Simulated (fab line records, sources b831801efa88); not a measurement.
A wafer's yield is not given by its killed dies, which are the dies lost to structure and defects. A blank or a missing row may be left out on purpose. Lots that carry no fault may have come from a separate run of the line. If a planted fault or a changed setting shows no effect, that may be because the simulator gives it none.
Which of the tools did it? | flow sky130 | Sampling: 11 lots, 33 wafers, 4 of 708 route steps

WHAT THE GAUGES READ, wafer by wafer
SKY_CAPM_RS_MEAS_03: measurement is done with a four-point probe.
lot  | measured     | on            | CAPM_TIN_RS (ohm/sq)
L719 | day 36 18:09 | film metro-02 | 6.88 7.00 6.95
L720 | day 37 04:43 | film metro-03 | 6.94 7.11 6.85
L721 | day 37 11:44 | film metro-01 | 7.02 6.77 6.82
L723 | day 38 05:40 | film metro-02 | 6.82 7.06 6.73
L728 | day 40 11:17 | film metro-02 | 6.98 6.75 6.75
L730 | day 40 17:02 | film metro-02 | 6.90 6.91 7.02
L731 | day 40 17:07 | film metro-01 | 7.01 6.88 7.02
L733 | day 41 07:19 | film metro-01 | 7.05 6.95 6.88
L735 | day 41 16:57 | film metro-03 | 7.05 7.02 6.80
L737 | day 42 07:17 | film metro-01 | 6.78 6.83 6.85
L741 | day 43 14:08 | film metro-01 | 6.77 6.72 6.98

SKY_CAPM_THK_MEAS_04: measures by xrf.
lot  | measured     | on            | CAPM_TIN_THK (nm)
L719 | day 36 18:16 | film metro-02 | 202 197 199
L720 | day 37 04:50 | film metro-03 | 201 195 203
L721 | day 37 11:52 | film metro-01 | 196 204 203
L723 | day 38 05:46 | film metro-02 | 204 195 205
L728 | day 40 11:25 | film metro-02 | 197 203 205
L730 | day 40 17:08 | film metro-02 | 200 200 197
L731 | day 40 17:14 | film metro-01 | 197 200 198
L733 | day 41 07:26 | film metro-01 | 197 200 201
L735 | day 41 17:04 | film metro-03 | 196 197 204
L737 | day 42 07:25 | film metro-01 | 204 203 203
L741 | day 43 14:14 | film metro-01 | 204 204 197

SKY_VIA3_THK_MEAS_01.
lot  | measured     | on            | VIA3_HDPCVD_THK (nm)
L719 | day 39 00:53 | film metro-02 | 1634 1637 1626
L720 | day 39 10:22 | film metro-02 | 1611 1628 1617
L721 | day 39 17:34 | film metro-04 | 1647 1607 1641
L723 | day 40 10:58 | film metro-03 | 1627 1661 1615
L728 | day 42 13:26 | film metro-04 | 1260 1300 1257 1261 1299 1258
L730 | day 42 19:02 | film metro-03 | 1306 1322 1286 1305 1323 1287
L731 | day 42 19:32 | film metro-04 | 1645 1632 1656
L733 | day 43 08:37 | film metro-02 | 1635 1630 1644
L735 | day 43 17:53 | film metro-03 | 1651 1659 1663
L737 | day 44 05:37 | film metro-04 | 1641 1623 1643
L741 | day 45 11:45 | film metro-04 | 1642 1641 1643

WHICH TOOL RAN EACH LOT (tool, then ch and the chambers of the sampled wafers, then the start)
lot  | SKY_VIA3_HDPCVD_00
L719 | hdpcvd-02 ch 0,1, day 39 00:42
L720 | hdpcvd-02 ch 0,1, day 39 10:13
L721 | hdpcvd-01 ch 0,1, day 39 17:24
L723 | hdpcvd-02 ch 0,1,2, day 40 10:47
L728 | hdpcvd-01 ch 0,1,2, day 42 13:17
L730 | hdpcvd-01 ch 1,2, day 42 18:50
L731 | hdpcvd-02 ch 0,1, day 42 19:22
L733 | hdpcvd-02 ch 0,2, day 43 08:28
L735 | hdpcvd-02 ch 0,1,2, day 43 17:43
L737 | hdpcvd-02 ch 0,1, day 44 05:27
L741 | hdpcvd-02 ch 0,1,2, day 45 11:38
- SKY_VIA3_HDPCVD_00: deposits SiO2, target thk 1635 nm, time 272.5 s.

AS READ BY THE TOOLS THEMSELVES (means over the sampled wafers that have a number; for cases with no such wafer, the mark the record gives instead)
SKY_VIA3_HDPCVD_00.
lot  | tool      | sih4 flow sccm (sccm)
L719 | hdpcvd-02 | 59.92
L720 | hdpcvd-02 | 59.95
L721 | hdpcvd-01 | 59.94
L723 | hdpcvd-02 | 59.88
L728 | hdpcvd-01 | 47.91
L730 | hdpcvd-01 | 48.05
L731 | hdpcvd-02 | 59.90
L733 | hdpcvd-02 | 60.23
L735 | hdpcvd-02 | 59.98
L737 | hdpcvd-02 | 59.87
L741 | hdpcvd-02 | 59.88

THE ANSWER, worked out from the rows above alone
Rule: what is usual is taken from the lots themselves. Put in order of their means at a reading, lots are off if they are a third of the lots or fewer, leave a main group of 4 or more, and stand apart from it by a gap of 3 or more times the standard deviation of the main group's means; of several such gaps the widest counts. The tables above print the reading to a certain number of digits; a main group whose means all agree to those digits is not used. Also off: a lot with no number at a reading for which 4 or more lots have one. All remaining lots with rows at the step are treated as sound. The gauges are gone through in route order, then the tools' own readings, and for those a lot's mean is taken as printed above. At the first step where some lot is off, the reading lying furthest off is the one used; lots without a number count as furthest.
Off: L728, L730, seen at SKY_VIA3_THK_MEAS_01 (VIA3_HDPCVD_THK). The main group: mean 1637 nm, standard deviation 10.
A tool fits if, at a process step before that reading, it ran every lot that is off, and no sound lot after the first of them. Not tried: the gauges at SKY_VIA3_THK_MEAS_01; whatever is off there is also off at SKY_VIA3_HDPCVD_00, on other tools, and gauge error can't account for it. One fits: hdpcvd-01 at SKY_VIA3_HDPCVD_00. A fault onset in the window from L721 (day 39 17:24, its last sound lot) to L728 (day 42 13:17, its first lot off) fits.
On the lots that are off, the tool's own readings at SKY_VIA3_HDPCVD_00 differ by more than 5 times the standard deviation of the sound lots' means, which bears it out; sih4 flow sccm reads 47.98 sccm there versus 59.95 sccm on the sound lots.

WHAT THE SIMULATOR HAD PUT IN
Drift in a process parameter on hdpcvd-01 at SKY_VIA3_HDPCVD_00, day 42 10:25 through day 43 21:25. From 60, the setting sih4 flow sccm moved by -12. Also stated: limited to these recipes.
Lots struck among those shown: L728, L730. This agrees with what the rule above found.
